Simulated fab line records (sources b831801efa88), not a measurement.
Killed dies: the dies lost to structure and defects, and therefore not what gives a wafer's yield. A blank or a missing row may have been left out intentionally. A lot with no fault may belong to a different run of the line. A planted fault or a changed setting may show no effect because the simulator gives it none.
fab line records ; flow sky130
record lots=11; wafers=33; last_day=50
route steps=708 shown LI_CONTACT@374 LOCAL_INTERCONNECT@402
lots that met no fault: from a run of the same line without faults
start_h: the number of hours between the record's first day and the start of the first shown wafer of the lot ; wait_h: time in hours since the lot's previous step ; " same as the row above ; L1.1+2: one row covering several wafers at once ; - value missing, or start not given ; * or withheld: withheld ; < > ~ a bound
route shown NAME@n: a module of which the file shows steps, and the number in the route of the first ; usual: mean/standard deviation taken from wafers without a fault ; same: alike in all rows ; chamber/n: place in a boat ; sites: the reading at each site ; _std_site: the values' standard deviation ; _edge_site: inner sites' mean taken away from outer sites' mean ; radius_mm: how far each site lies from the wafer's centre ; mask NAME#n: copy n ; behind: the last tool/chamber to shape the wafer ; hold: cause of the lot's hold/its duration in hours/its outcome ; device: which transistor (n, p or np) failed to switch ; end of line: the route-end tests of the same wafers ; a step given without rows: its recipe and nothing more ; killed: at the first sort, the dies lost to defects and structure; wafer yield is something else ; map: shows each die of a wafer: x if killed, . if not, _ if none is there
set.NAME: the setting as run; set.NAME@STEP: as run at that earlier step ; model.NAME: the simulator's own value behind a step, which no gauge read
a sample of lots followed through the steps of the route, with each step as a table and each wafer as a row
services: the hour from which a tool's chamber was out of use, counted from the record's first day as start_h (under 0 if before that day), plus the number of hours and why
## steps
# step SKY_LI_CONTACT_CD_MEAS_12
# recipe target_cd_nm=170
# usual cd_nm=169.6/1.7
lot.wafer;tool;chamber;start_h;wait_h;cd_nm
L941.2;cd_sem-01;-;680.38;-;170.3
L941.4;cd_sem-01;-;680.38;-;169.7
L941.6;cd_sem-01;-;680.38;-;171.1
L943.1;cd_sem-02;-;700.33;-;169.9
L943.2;cd_sem-02;-;700.33;-;172.1
L943.3;cd_sem-02;-;700.33;-;173.1
L946.1;cd_sem-02;-;729.18;-;170.2
L946.3;cd_sem-02;-;729.18;-;170.6
L946.5;cd_sem-02;-;729.18;-;170.3
L948.2;cd_sem-02;-;738.05;-;168.7
L948.4;cd_sem-02;-;738.05;-;169.2
L948.5;cd_sem-02;-;738.05;-;168.8
L949.1;cd_sem-02;-;744.08;-;168.8
L949.2;cd_sem-02;-;744.08;-;166.8
L949.6;cd_sem-02;-;744.08;-;168.8
L950.1;cd_sem-02;-;750.06;-;169.6
L950.3;cd_sem-02;-;750.06;-;170.3
L950.4;cd_sem-02;-;750.06;-;171.6
L951.3;cd_sem-02;-;761.42;-;166.4
L951.4;cd_sem-02;-;761.42;-;167.6
L951.5;cd_sem-02;-;761.42;-;167.4
L954.4;cd_sem-01;-;784.54;-;172.7
L954.5;cd_sem-01;-;784.54;-;170.6
L954.6;cd_sem-01;-;784.54;-;170.8
L955.2;cd_sem-01;-;789.02;-;167.6
L955.3;cd_sem-01;-;789.02;-;167.0
L955.6;cd_sem-01;-;789.02;-;167.1
L962.2;cd_sem-02;-;842.45;-;170.0
L962.3;cd_sem-02;-;842.45;-;170.8
L962.6;cd_sem-02;-;842.45;-;169.1
L963.2;cd_sem-02;-;854.10;-;169.2
L963.4;cd_sem-02;-;854.10;-;170.4
L963.6;cd_sem-02;-;854.10;-;168.9
# step SKY_LI_CONTACT_SPUTTER_20
# recipe material=TiN; target_thk_nm=20; chamber_pressure_pa=5; power_w=4000; time_s=80
# usual cathode_dc_power_W=4000.0/0.74; throttle_valve_pct=30.4/0.69
lot.wafer;tool;chamber;start_h;wait_h;cathode_dc_power_W;throttle_valve_pct
L941.2;pvd_sputter-03;-;681.02;0.0;4000.0;30.2
L941.4;pvd_sputter-03;-;681.02;0.0;3999.7;30.7
L941.6;pvd_sputter-03;-;681.02;0.0;4000.4;30.7
L943.1;pvd_sputter-03;-;700.98;0.0;3999.2;30.3
L943.2;pvd_sputter-03;-;700.98;0.0;3999.5;30.7
L943.3;pvd_sputter-03;-;700.98;0.0;3999.9;30.3
L946.1;pvd_sputter-01;-;729.83;0.0;3999.1;30.3
L946.3;pvd_sputter-01;-;729.83;0.0;4000.9;30.2
L946.5;pvd_sputter-01;-;729.83;0.0;4000.9;30.2
L948.2;pvd_sputter-02;-;738.70;0.0;3998.5;29.9
L948.4;pvd_sputter-02;-;738.70;0.0;3999.6;29.6
L948.5;pvd_sputter-02;-;738.70;0.0;3999.8;31.4
L949.1;pvd_sputter-03;-;744.75;0.0;4000.9;30.8
L949.2;pvd_sputter-03;-;744.75;0.0;3999.0;30.5
L949.6;pvd_sputter-03;-;744.75;0.0;4000.3;31.0
L950.1;pvd_sputter-01;-;750.72;0.0;4001.3;31.8
L950.3;pvd_sputter-01;-;750.72;0.0;3999.4;30.3
L950.4;pvd_sputter-01;-;750.72;0.0;3999.3;30.0
L951.3;pvd_sputter-02;-;762.03;0.0;3999.4;31.2
L951.4;pvd_sputter-02;-;762.03;0.0;3999.6;29.8
L951.5;pvd_sputter-02;-;762.03;0.0;4000.8;31.6
L954.4;pvd_sputter-02;-;785.14;0.0;3999.9;29.7
L954.5;pvd_sputter-02;-;785.14;0.0;4001.0;29.9
L954.6;pvd_sputter-02;-;785.14;0.0;4000.1;31.3
L955.2;pvd_sputter-01;-;789.67;0.0;4001.0;30.1
L955.3;pvd_sputter-01;-;789.67;0.0;4000.0;29.7
L955.6;pvd_sputter-01;-;789.67;0.0;3999.6;30.4
L962.2;pvd_sputter-01;-;843.08;0.0;4000.2;30.6
L962.3;pvd_sputter-01;-;843.08;0.0;3998.7;30.2
L962.6;pvd_sputter-01;-;843.08;0.0;4000.9;31.7
L963.2;pvd_sputter-01;-;854.73;0.0;4000.2;30.4
L963.4;pvd_sputter-01;-;854.73;0.0;4000.9;31.3
L963.6;pvd_sputter-01;-;854.73;0.0;4000.1;30.4
# step SKY_LI_CONTACT_CVD_21
# recipe material=W; target_thk_nm=400; time_s=120.56; temp_c=400; pressure_torr=40
# usual chamber_pressure_Torr=39.99/0.079; heater_power_w=801/110
lot.wafer;tool;chamber;start_h;wait_h;chamber_pressure_Torr;heater_power_w
L941.2;cvd_w-02;0;681.08;0.0;40.01;935
L941.4;cvd_w-02;0;681.08;0.0;39.88;903
L941.6;cvd_w-02;1;681.08;0.0;39.99;883
L943.1;cvd_w-02;1;701.04;0.0;39.88;914
L943.2;cvd_w-02;0;701.04;0.0;40.07;929
L943.3;cvd_w-02;0;701.04;0.0;40.03;915
L946.1;cvd_w-01;1;729.89;0.0;40.03;707
L946.3;cvd_w-01;0;729.89;0.0;39.87;681
L946.5;cvd_w-01;0;729.89;0.0;40.01;689
L948.2;cvd_w-01;0;738.76;0.0;40.08;680
L948.4;cvd_w-01;1;738.76;0.0;40.10;725
L948.5;cvd_w-01;0;738.76;0.0;39.89;671
L949.1;cvd_w-02;0;744.81;0.0;39.96;954
L949.2;cvd_w-02;1;744.81;0.0;40.16;885
L949.6;cvd_w-02;0;744.81;0.0;39.99;926
L950.1;cvd_w-01;1;750.78;0.0;39.96;719
L950.3;cvd_w-01;1;750.78;0.0;39.91;716
L950.4;cvd_w-01;0;750.78;0.0;39.87;688
L951.3;cvd_w-02;0;762.13;0.1;39.97;914
L951.4;cvd_w-02;1;762.13;0.1;40.03;932
L951.5;cvd_w-02;1;762.13;0.1;39.93;896
L954.4;cvd_w-01;1;785.24;0.1;36.62;722
L954.5;cvd_w-01;1;785.24;0.1;36.69;723
L954.6;cvd_w-01;0;785.24;0.1;36.57;697
L955.2;cvd_w-01;0;789.73;0.0;36.61;688
L955.3;cvd_w-01;1;789.73;0.0;36.65;708
L955.6;cvd_w-01;0;789.73;0.0;36.67;685
L962.2;cvd_w-02;1;843.18;0.1;40.04;903
L962.3;cvd_w-02;1;843.18;0.1;39.92;891
L962.6;cvd_w-02;1;843.18;0.1;40.06;901
L963.2;cvd_w-02;1;854.79;0.0;40.01;890
L963.4;cvd_w-02;0;854.79;0.0;40.13;939
L963.6;cvd_w-02;1;854.79;0.0;39.99;928
# step SKY_LI_CONTACT_RS_MEAS_22
# recipe thk_meas_gauge=four-point-probe; reads=W_of_LI_CONTACT_CVD_21+TiN_of_LI_CONTACT_SPUTTER_20+Ti_of_LI_CONTACT_SPUTTER_19
# usual LI_CONTACT_W_RS=0.284/0.0031
lot.wafer;tool;chamber;start_h;wait_h;LI_CONTACT_W_RS[ohm/sq]
L941.2;film_metro-04;-;681.22;0.1;0.281
L941.4;film_metro-04;-;681.22;0.1;0.281
L941.6;film_metro-04;-;681.22;0.1;0.282
L943.1;film_metro-04;-;701.17;0.1;0.282
L943.2;film_metro-04;-;701.17;0.1;0.279
L943.3;film_metro-04;-;701.17;0.1;0.285
L946.1;film_metro-03;-;730.02;0.1;0.281
L946.3;film_metro-03;-;730.02;0.1;0.286
L946.5;film_metro-03;-;730.02;0.1;0.281
L948.2;film_metro-04;-;738.91;0.1;0.285
L948.4;film_metro-04;-;738.91;0.1;0.283
L948.5;film_metro-04;-;738.91;0.1;0.289
L949.1;film_metro-02;-;744.94;0.1;0.280
L949.2;film_metro-02;-;744.94;0.1;0.285
L949.6;film_metro-02;-;744.94;0.1;0.280
L950.1;film_metro-02;-;750.90;0.1;0.279
L950.3;film_metro-02;-;750.90;0.1;0.282
L950.4;film_metro-02;-;750.90;0.1;0.286
L951.3;film_metro-03;-;762.26;0.1;0.279
L951.4;film_metro-03;-;762.26;0.1;0.284
L951.5;film_metro-03;-;762.26;0.1;0.283
L954.4;film_metro-04;-;785.38;0.1;0.298
L954.5;film_metro-04;-;785.38;0.1;0.295
L954.6;film_metro-04;-;785.38;0.1;0.299
L955.2;film_metro-03;-;789.88;0.1;0.301
L955.3;film_metro-03;-;789.88;0.1;0.294
L955.6;film_metro-03;-;789.88;0.1;0.303
L962.2;film_metro-02;-;843.41;0.2;0.285
L962.3;film_metro-02;-;843.41;0.2;0.288
L962.6;film_metro-02;-;843.41;0.2;0.288
L963.2;film_metro-02;-;854.94;0.1;0.284
L963.4;film_metro-02;-;854.94;0.1;0.281
L963.6;film_metro-02;-;854.94;0.1;0.284
# step SKY_LI_CONTACT_THK_MEAS_23
# recipe thk_meas_gauge=xrf; reads=W_of_LI_CONTACT_CVD_21
# usual LI_CONTACT_W_THK=414/5.7
lot.wafer;tool;chamber;start_h;wait_h;LI_CONTACT_W_THK[nm]
L941.2;film_metro-04;-;681.33;0.1;421
L941.4;film_metro-04;-;681.33;0.1;422
L941.6;film_metro-04;-;681.33;0.1;419
L943.1;film_metro-04;-;701.29;0.1;418
L943.2;film_metro-04;-;701.29;0.1;420
L943.3;film_metro-04;-;701.29;0.1;414
L946.1;film_metro-03;-;730.14;0.1;413
L946.3;film_metro-03;-;730.14;0.1;404
L946.5;film_metro-03;-;730.14;0.1;412
L948.2;film_metro-04;-;739.02;0.1;413
L948.4;film_metro-04;-;739.02;0.1;414
L948.5;film_metro-04;-;739.02;0.1;409
L949.1;film_metro-02;-;745.06;0.1;424
L949.2;film_metro-02;-;745.06;0.1;417
L949.6;film_metro-02;-;745.06;0.1;426
L950.1;film_metro-02;-;751.02;0.1;426
L950.3;film_metro-02;-;751.02;0.1;421
L950.4;film_metro-02;-;751.02;0.1;415
L951.3;film_metro-03;-;762.36;0.1;414
L951.4;film_metro-03;-;762.36;0.1;409
L951.5;film_metro-03;-;762.36;0.1;408
L954.4;film_metro-04;-;785.47;0.1;394
L954.5;film_metro-04;-;785.47;0.1;402
L954.6;film_metro-04;-;785.47;0.1;394
L955.2;film_metro-03;-;789.99;0.1;381
L955.3;film_metro-03;-;789.99;0.1;390
L955.6;film_metro-03;-;789.99;0.1;380
L962.2;film_metro-02;-;843.52;0.1;416
L962.3;film_metro-02;-;843.52;0.1;415
L962.6;film_metro-02;-;843.52;0.1;412
L963.2;film_metro-02;-;855.05;0.1;419
L963.4;film_metro-02;-;855.05;0.1;420
L963.6;film_metro-02;-;855.05;0.1;420
# step SKY_LOCAL_INTERCONNECT_STRIP_15
# recipe chemistry=O2/N2; power_w=1400; pressure_mtorr=1500; platen_temp_c=withheld; o2_flow_sccm=3000; n2_flow_sccm=300; overash_fraction=0.5
# usual drypump_motor_current_A=5.52/0.2; oes_product_au=0.426/0.0045; strip_time_to_endpoint_s=4.715/0.022
lot.wafer;tool;chamber;start_h;wait_h;drypump_motor_current_A;oes_product_au;rf_hours_counter_h;strip_time_to_endpoint_s
L941.2;plasma_asher-01;0;709.98;0.0;5.54;0.424;100;4.711
L941.4;plasma_asher-01;1;709.98;0.0;5.41;0.436;-;4.733
L941.6;plasma_asher-01;0;709.98;0.0;5.53;0.426;-;4.672
L943.1;plasma_asher-03;0;730.60;0.0;5.23;0.422;29;4.722
L943.2;plasma_asher-03;1;730.60;0.0;5.91;0.422;29;4.708
L943.3;plasma_asher-03;0;730.60;0.0;5.23;0.422;-;4.716
L946.1;plasma_asher-01;0;758.35;0.0;5.51;0.426;1;4.719
L946.3;plasma_asher-01;0;758.35;0.0;5.53;0.427;-;4.693
L946.5;plasma_asher-01;0;758.35;0.0;5.50;0.419;-;4.693
L948.2;plasma_asher-02;0;767.37;0.0;5.35;0.430;97;4.718
L948.4;plasma_asher-02;1;767.37;0.0;5.69;0.428;-;4.714
L948.5;plasma_asher-02;0;767.37;0.0;5.33;0.430;-;4.703
L949.1;plasma_asher-02;0;772.80;0.0;5.38;0.432;97;4.743
L949.2;plasma_asher-02;1;772.80;0.0;5.71;0.432;97;4.733
L949.6;plasma_asher-02;0;772.80;0.0;5.34;0.432;-;4.734
L950.1;plasma_asher-02;1;779.03;0.0;5.71;0.425;98;4.746
L950.3;plasma_asher-02;1;779.03;0.0;5.74;0.432;-;4.746
L950.4;plasma_asher-02;0;779.03;0.0;5.35;0.423;-;4.715
L951.3;plasma_asher-02;0;789.97;0.1;5.39;0.431;-;4.717
L951.4;plasma_asher-02;1;789.97;0.1;5.72;0.425;-;4.729
L951.5;plasma_asher-02;1;789.97;0.1;5.73;0.430;-;4.720
L954.4;plasma_asher-01;1;811.80;0.1;5.41;0.423;-;4.688
L954.5;plasma_asher-01;1;811.80;0.1;5.44;0.435;-;4.707
L954.6;plasma_asher-01;0;811.80;0.1;5.53;0.427;-;4.694
L955.2;plasma_asher-01;0;817.68;0.0;5.51;0.421;8;4.707
L955.3;plasma_asher-01;1;817.68;0.0;5.45;0.417;-;4.714
L955.6;plasma_asher-01;1;817.68;0.0;5.40;0.427;-;4.716
L962.2;plasma_asher-01;1;870.00;0.0;5.37;0.427;13;4.721
L962.3;plasma_asher-01;0;870.00;0.0;5.49;0.424;-;4.720
L962.6;plasma_asher-01;0;870.00;0.0;5.52;0.426;-;4.701
L963.2;plasma_asher-01;1;881.85;0.1;5.42;0.429;13;4.751
L963.4;plasma_asher-01;0;881.85;0.1;5.54;0.427;-;4.716
L963.6;plasma_asher-01;0;881.85;0.1;5.52;0.424;-;4.749
## services
tool;chamber;start_h;hours;kind
pvd_sputter-03;-;693.99;0.9;repair
plasma_asher-03;-;700.71;2.8;pm
plasma_asher-03;-;706.02;11.1;repair
pvd_sputter-01;-;708.84;4.2;repair
plasma_asher-01;-;733.75;9.0;pm
plasma_asher-01;0;733.75;9.0;vent_cycle
plasma_asher-01;1;733.75;9.0;vent_cycle
plasma_asher-01;0;742.75;-;clean
plasma_asher-01;1;742.75;-;clean
pvd_sputter-03;-;747.19;1.1;repair
plasma_asher-03;-;754.58;12.2;pm
plasma_asher-01;-;770.12;3.0;repair
pvd_sputter-02;-;809.80;2.2;repair
pvd_sputter-03;-;810.95;59.8;repair
pvd_sputter-03;-;814.59;5.3;repair
pvd_sputter-03;-;826.66;2.2;repair
cvd_w-02;0;835.48;8.7;repair
pvd_sputter-02;-;839.16;3.3;repair
cvd_w-01;1;841.55;14.7;repair
plasma_asher-01;-;842.92;1.7;repair
cvd_w-01;0;855.78;2.4;repair
pvd_sputter-02;-;860.13;3.2;repair
pvd_sputter-01;2;869.10;-;consumable_replace:kit
plasma_asher-01;-;873.68;4.5;repair
## key
first_sign step=SKY_LI_CONTACT_CVD_21; reading=chamber_pressure_Torr; direction=down; sigmas=42; usual=39.99; struck=36.63
effect step=SKY_LI_CONTACT_RS_MEAS_22; reading=LI_CONTACT_W_RS; direction=up; sigmas=4.7; usual=0.284; struck=0.298
effect step=SKY_LI_CONTACT_THK_MEAS_23; reading=LI_CONTACT_W_THK; direction=down; sigmas=4.2; usual=414; struck=390
met_at SKY_LI_CONTACT_CVD_21
struck_lots L954,L955
tester_left_out L954,L955
not_acting_at SKY_LI_CONTACT_CD_MEAS_12,SKY_LI_CONTACT_SPUTTER_20,SKY_LOCAL_INTERCONNECT_STRIP_15
onset_between 750.78 785.24
fault kind=process_parameter_drift; tool=cvd_w-01; chamber=-; onset_h=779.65; steps=SKY_LI_CONTACT_CVD_21; channel=pressure_torr; offset=-3.3508; shape=step; end_h=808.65; acts_in=these_recipes_only; stated=40
# tester_left_out: of these lots the tester's yield and bins aren't shown, on N5 and GAA mostly nor the transistor test; their killed dies are dies lost to structure and defects alone, not to doping, threshold or leakage, so they don't give the yield
